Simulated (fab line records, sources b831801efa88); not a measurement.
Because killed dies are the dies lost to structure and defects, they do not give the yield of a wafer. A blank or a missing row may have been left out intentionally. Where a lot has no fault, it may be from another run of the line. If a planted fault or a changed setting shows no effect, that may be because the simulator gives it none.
Which tool was responsible? | flow sky130 | 12 lots with 36 wafers sampled at 4 steps, on a route of 708 steps

== WHAT THE GAUGES READ, wafer by wafer ==
SKY_RES_PROTECT_TW_MEAS_08. Usual: for POLY_GATE_TW the level is 3993 and the standard deviation is 38.
lot  | measured     | on            | POLY_GATE_TW   | flag
L890 | day 16 13:00 | film-metro-02 | 3969 3973 3981 |
L891 | day 16 16:57 | film-metro-03 | 4067 4033 4040 |
L893 | day 17 09:25 | film-metro-03 | 4031 4048 4043 |
L897 | day 18 16:47 | film-metro-03 | 4046 4083 4040 |
L898 | day 19 03:12 | film-metro-04 | 3965 3972 3939 |
L899 | day 19 09:57 | film-metro-03 | 4058 4034 4022 |
L902 | day 20 16:37 | film-metro-02 | 3970 3947 3957 |
L905 | day 21 14:09 | film-metro-04 | 3942 3948 3962 |
L907 | day 22 17:45 | film-metro-03 | 4032 4041 4047 |
L908 | day 23 13:35 | film-metro-02 | 3991 3985 4012 |
L909 | day 23 19:09 | film-metro-02 | 3981 3964 3980 |
L910 | day 23 20:52 | film-metro-03 | 4036 4029 4040 |

SKY_LDD_HVP_TW_MEAS_10. Usual: for LDD_HVP_TW the level is 451 and the standard deviation is 3.4.
lot  | measured     | on            | LDD_HVP_TW  | flag
L890 | day 23 11:18 | film-metro-03 | 454 455 457 |
L891 | day 23 10:59 | film-metro-02 | 452 454 452 |
L893 | day 24 01:52 | film-metro-04 | 449 446 449 |
L897 | day 25 06:56 | film-metro-02 | 450 450 452 |
L898 | day 25 14:59 | film-metro-03 | 457 453 457 |
L899 | day 26 00:10 | film-metro-03 | 455 457 456 |
L902 | day 27 03:20 | film-metro-02 | 404 403 403 | OFF
L905 | day 27 23:38 | film-metro-02 | 403 404 404 | OFF
L907 | day 28 23:50 | film-metro-03 | 455 455 455 |
L908 | day 29 20:37 | film-metro-02 | 452 450 448 |
L909 | day 29 23:56 | film-metro-02 | 449 451 448 |
L910 | day 30 01:20 | film-metro-04 | 450 449 451 |

== EACH LOT AND THE TOOL THAT RAN IT (in order: tool; ch and the chambers of the sampled wafers; start) ==
lot  | SKY_LDD_HVP_IMPLANT_08          | SKY_LDD_HVP_STRIP_09
L890 | implanter-04 ch 0, day 23 11:04 | plasma-asher-02 ch 0,1, day 23 11:11
L891 | implanter-02 ch 0, day 23 10:44 | plasma-asher-01 ch 0,1, day 23 10:53
L893 | implanter-01 ch 0, day 24 01:38 | plasma-asher-02 ch 0,1, day 24 01:46
L897 | implanter-04 ch 0, day 25 06:41 | plasma-asher-02 ch 0,1, day 25 06:50
L898 | implanter-02 ch 0, day 25 14:44 | plasma-asher-03 ch 0,1, day 25 14:53
L899 | implanter-02 ch 0, day 25 23:55 | plasma-asher-02 ch 0,1, day 26 00:04
L902 | implanter-02 ch 0, day 27 03:07 | plasma-asher-03 ch 0,1, day 27 03:15
L905 | implanter-02 ch 0, day 27 23:23 | plasma-asher-03 ch 0,1, day 27 23:32
L907 | implanter-04 ch 0, day 28 23:36 | plasma-asher-03 ch 0,1, day 28 23:44
L908 | implanter-04 ch 0, day 29 20:22 | plasma-asher-03 ch 0,1, day 29 20:31
L909 | implanter-04 ch 0, day 29 23:42 | plasma-asher-01 ch 0,1, day 29 23:49
L910 | implanter-01 ch 0, day 30 01:06 | plasma-asher-03 ch 0,1, day 30 01:14
- SKY_LDD_HVP_IMPLANT_08
- SKY_LDD_HVP_STRIP_09: strips in O2/N2.

== WHAT THE TOOLS THEMSELVES READ (means of the sampled wafers that have a number; where no wafer has one, the mark that the record gives instead) ==
SKY_LDD_HVP_IMPLANT_08. Usual: tilt-deg 17.898 degrees, standard deviation 0.021.
lot  | tool         | tilt-deg (degrees) | flag
L890 | implanter-04 | 17.868             |
L891 | implanter-02 | 17.913             |
L893 | implanter-01 | 17.893             |
L897 | implanter-04 | 17.910             |
L898 | implanter-02 | 17.886             |
L899 | implanter-02 | 17.926             |
L902 | implanter-02 | 0.024              | OFF
L905 | implanter-02 | 0.006              | OFF
L907 | implanter-04 | 17.925             |
L908 | implanter-04 | 17.935             |
L909 | implanter-04 | 17.907             |
L910 | implanter-01 | 17.909             |

SKY_LDD_HVP_STRIP_09. Usual: chamber-pressure-mTorr 1500.0 mTorr, standard deviation 1.6; drypump-motor-current-A 5.6 A, standard deviation 0.32; oes-product-au 0.408 a.u., standard deviation 0.0045; strip-time-to-endpoint-s 4.134 s, standard deviation 0.015.
lot  | tool            | chamber-pressure-mTorr (mTorr) | drypump-motor-current-A (A) | oes-product-au (a.u.) | strip-time-to-endpoint-s (s) | flag
L890 | plasma-asher-02 | 1500.7                         | 5.5                         | 0.404                 | 4.131                        |
L891 | plasma-asher-01 | 1500.0                         | 6.2                         | 0.409                 | 4.160                        |
L893 | plasma-asher-02 | 1499.8                         | 5.5                         | 0.407                 | 4.161                        |
L897 | plasma-asher-02 | 1500.0                         | 5.4                         | 0.410                 | 4.144                        |
L898 | plasma-asher-03 | 1500.9                         | 5.5                         | 0.410                 | 4.133                        |
L899 | plasma-asher-02 | 1500.3                         | 5.5                         | 0.408                 | 4.127                        |
L902 | plasma-asher-03 | 1500.1                         | 5.4                         | 0.409                 | 4.140                        |
L905 | plasma-asher-03 | 1499.4                         | 5.5                         | 0.405                 | 4.124                        |
L907 | plasma-asher-03 | 1499.5                         | 5.5                         | 0.408                 | 4.128                        |
L908 | plasma-asher-03 | 1501.3                         | 5.4                         | 0.412                 | 4.134                        |
L909 | plasma-asher-01 | 1499.1                         | 6.1                         | 0.408                 | 4.128                        |
L910 | plasma-asher-03 | 1500.8                         | 5.5                         | 0.409                 | 4.133                        |

== THE ANSWER, worked out from the rows above alone ==
Rule: lot off if the mean of its wafers having a number is beyond 3 standard deviations from the usual mean. Also off: a lot with no number at a reading for which 4 or more lots have one. Any other lot the step has rows for is counted as sound. Order of review: gauges by route order, followed by the tools' own readings, for which a lot's mean as printed above is used. The first step at which some lot is off is used, and at that step the reading that is off furthest; a lot without a number counts as furthest.
Off: at SKY_LDD_HVP_TW_MEAS_10 (LDD_HVP_TW), L902, L905.
A tool fits if, at a process step before that reading, it ran every lot that is off, and no sound lot after the first of them. Not tried: the gauges at SKY_LDD_HVP_TW_MEAS_10; whatever is off there is also off at SKY_LDD_HVP_IMPLANT_08, on other tools, and gauge error can't account for it. One fits: implanter-02 at SKY_LDD_HVP_IMPLANT_08. A fault onset in the window from L899 (day 25 23:55, its last sound lot) to L902 (day 27 03:07, its first lot off) fits.
The tool's own readings at SKY_LDD_HVP_IMPLANT_08 bear it out: on the lots that are off they differ by more than 5 times the standard deviation of the sound lots' means. tilt-deg reads 0.015 degrees there against 17.907 degrees on the sound lots.

== WHAT THE SIMULATOR HAD INSERTED ==
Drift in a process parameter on implanter-02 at SKY_LDD_HVP_IMPLANT_08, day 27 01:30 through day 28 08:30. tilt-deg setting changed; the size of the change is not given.
Lots struck among those shown: L902, L905. The rule given above showed the same thing.
